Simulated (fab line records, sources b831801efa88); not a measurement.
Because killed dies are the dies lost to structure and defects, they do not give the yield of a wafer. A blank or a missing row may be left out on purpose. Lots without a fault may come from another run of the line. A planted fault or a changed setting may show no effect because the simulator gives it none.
One fault seen from 2 desks | flow gf180mcu | each desk has only its own numbers; what lay behind them comes last

## AT THE METROLOGY DESK
Means of the sampled wafers that have a number, per lot and without regard to the tool the lot ran on: this is what the gauges read. The brackets show how far a lot's mean lies from the usual mean; more than 4 standard deviations puts the lot out of limits, marked OUT.
Columns: A = VT_IMPLANT_2_TW at GF_VT_IMPLANT_TW_MEAS_21, usual 1223; B = VT_IMPLANT_4_TW at GF_VT_IMPLANT_TW_MEAS_43, usual 695
lot  | first seen here | A               | B
L641 | day 6 06:09     | 1206            | 684
L642 | day 6 14:11     | 1232            | 703
L644 | day 7 01:17     | 1201            | 701
L645 | day 7 08:21     | 1227            | 702
L646 | day 7 14:44     | 1153 (-5.4) OUT | 689
L647 | day 8 00:50     | 1180            | 695
L650 | day 8 16:14     | 1236            | 700
L655 | day 10 15:19    | 1215            | 684
L656 | day 10 16:47    | 1246            | 695
L658 | day 10 18:39    | 1214            | 694
L660 | day 11 17:32    | 1232            | 701
L663 | day 12 11:54    | 1224            | 701
Per this desk, out of limits: L646; the first was L646, day 7 14:44 (VT_IMPLANT_2_TW at GF_VT_IMPLANT_TW_MEAS_21). Within limits: L641, L642, L644, L645, L647, L650, L655, L656, L658, L660, L663.

## FOR THE TOOL OWNER'S DESK: implanter-01
The tool's own readings at GF_VT_IMPLANT_IMPLANT_19, given as means over the sampled wafers that have a number, one for each lot that went through this tool. The brackets show how far a lot's mean lies from the usual mean; more than 4 standard deviations puts the lot out of limits, marked OUT.
Columns: A = beam-energy-keV at GF_VT_IMPLANT_IMPLANT_19, usual 100.00; B = dose-ions-cm2 at GF_VT_IMPLANT_IMPLANT_19, usual 4.351e+12; C = faraday-current-uA at GF_VT_IMPLANT_IMPLANT_19, usual 24.6
lot  | first seen here | A      | B                           | C
L641 | day 6 05:55     | 100.04 | 4.345e+12                   | 24.6
L644 | day 7 01:02     | 99.97  | 4.346e+12                   | 24.2
L645 | day 7 08:07     | 99.98  | 4.354e+12                   | 25.0
L646 | day 7 14:29     | 99.97  | 3.776e+12 (-99 or more) OUT | 21.0 (-7.0) OUT
L647 | day 8 00:35     | 100.04 | 3.776e+12 (-99 or more) OUT | 21.4 (-6.3) OUT
L658 | day 10 18:25    | 99.99  | 4.348e+12                   | 24.4
L660 | day 11 17:17    | 99.98  | 4.346e+12                   | 24.5
L663 | day 12 11:39    | 99.99  | 4.347e+12                   | 24.9
This desk's verdict: out of limits on L646, L647, starting with L646 at day 7 14:29 (dose-ions-cm2 at GF_VT_IMPLANT_IMPLANT_19). Within limits: L641, L644, L645, L658, L660, L663.

## TAKEN TOGETHER
On L646, L647, at day 7 14:29, an alarm was possible from the tool owner's desk.
The metrology desk could have raised an alarm at day 7 14:44, on L646.
The metrology desk has L647 on record, within its limits.
The lots listed all ran GF_VT_IMPLANT_IMPLANT_19 on implanter-01.

## WHAT THE SIMULATOR HAD PUT IN
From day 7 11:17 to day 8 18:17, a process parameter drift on implanter-01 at GF_VT_IMPLANT_IMPLANT_19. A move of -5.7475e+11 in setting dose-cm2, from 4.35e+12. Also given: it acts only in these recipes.
Struck lots among those shown: L646, L647.
Hours from the fault's start to each desk's first reading out of limits: the tool owner's desk, 3; the metrology desk, 3.
